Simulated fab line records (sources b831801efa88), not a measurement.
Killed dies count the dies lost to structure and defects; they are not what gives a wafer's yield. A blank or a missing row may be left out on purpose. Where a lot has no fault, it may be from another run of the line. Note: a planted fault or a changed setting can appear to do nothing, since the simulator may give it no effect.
Struck lot and sound lot, side by side || flow sky130 || 15 steps out of a route of 708
Sound: these wafers, L554.2, L554.4, L554.6. Struck: wafers L556.2, L556.3, L556.4. The cause comes at the end.
Each step with rows lists, per side, the tool, then ch with its chambers, then its first start. Under that, the readings that differ: sound wafers || struck wafers || difference of the means || sigmas: that difference in standard deviations of wafers without a fault.
alike: words and numbers the same on both sides, and readings whose means are apart by under 2 such deviations; not compared: readings that were withheld, readings missing a value for some wafer, numbers with overlapping values and no deviation given by the record, and bounds like >300 which may hide the same value.
Wherever a step has rows on one side only, a row that says differs or no value, or a row with sigmas, the two part there. Non-overlapping numbers with no deviation appear without sigmas and do not part them. A reading that every wafer of one side lacks parts them only if that side has two wafers or more.

first, 3 steps without rows for these wafers: SKY_VIA3_STRIP_17 (strips in post etch residue remover, time 1200 s); SKY_VIA3_CLEAN_18 (cleans in IPA, time 180 s); SKY_VIA3_CLEAN_19 (cleans in O3/DIW).
SKY_VIA3_SPUTTER_20: material TiN, target thk 20 nm, time 80 s.
  sound on pvd-sputter-03, day 41 18:14; struck on pvd-sputter-04, day 42 06:13
  alike: throttle-valve-pct
SKY_VIA3_CVD_21: deposits W, target thk 390 nm, time 117.31 s.
  sound on cvd-w-02 ch 1, day 41 18:17; struck on cvd-w-02 ch 0,1, day 42 06:17
  alike: heater-power-w
SKY_VIA3_RS_MEAS_22: a four-point-probe measurement.
  sound on film-metro-04, day 41 18:26; struck on film-metro-01, day 42 06:25
  alike: VIA3_W_RS
SKY_VIA3_THK_MEAS_23: measures by xrf.
  sound on film-metro-04, day 41 18:33; struck on film-metro-01, day 42 06:32
  alike: VIA3_W_THK
SKY_VIA3_CMP_24: polishes, stops on SiO2, t overpolish 20 s, target thk 0 nm.
  sound on cmp-02 ch 2,3, day 41 18:36; struck on cmp-02 ch 0,1,3, day 42 06:35
  alike: edge-zone-pressure-frac, head-pressure-psi, motor-current-A, overpolish-run-s, time-to-endpoint-s
SKY_METAL4_SPUTTER_00: material Ti, target thk 15 nm, time 10 s.
  sound on pvd-sputter-03, day 41 18:54; struck on pvd-sputter-03, day 42 06:53
  alike: throttle-valve-pct
SKY_METAL4_SPUTTER_01: material TiN, target thk 20 nm, time 16.7 s.
  sound on pvd-sputter-03, day 41 18:55; struck on pvd-sputter-03, day 42 06:55
  alike: throttle-valve-pct
then, 2 steps without rows for these wafers: SKY_METAL4_SPUTTER_02 (material AlCu, target thk 735 nm, time 39.1 s); SKY_METAL4_SPUTTER_03 (material Ti, target thk 5 nm, time 3.3 s).
SKY_METAL4_SPUTTER_04: material TiN, target thk 70 nm, time 58.3 s.
  sound on pvd-sputter-03, day 41 19:00; struck on pvd-sputter-03, day 42 07:00
{"reading": "model.TiN_of_METAL4_SPUTTER_04.thk-nm (nm)", "sound": "69.99 69.16 70.33", "struck": "75.7 74.49 75.71", "difference": "+5.5", "sigmas": ""}
  alike: throttle-valve-pct
then, 1 step without rows for these wafers: SKY_CAP2M_CVD_00 (deposits SiO2, target thk 15.5 nm).
SKY_PAD_OPEN_PROBE_99:
  the record holds rows for the sound wafers here (prober-01, day 47 12:14) but none for the struck ones

WHERE THEY PART
Only at SKY_PAD_OPEN_PROBE_99, as far as this record shows.

WHY: whatever the simulator had introduced
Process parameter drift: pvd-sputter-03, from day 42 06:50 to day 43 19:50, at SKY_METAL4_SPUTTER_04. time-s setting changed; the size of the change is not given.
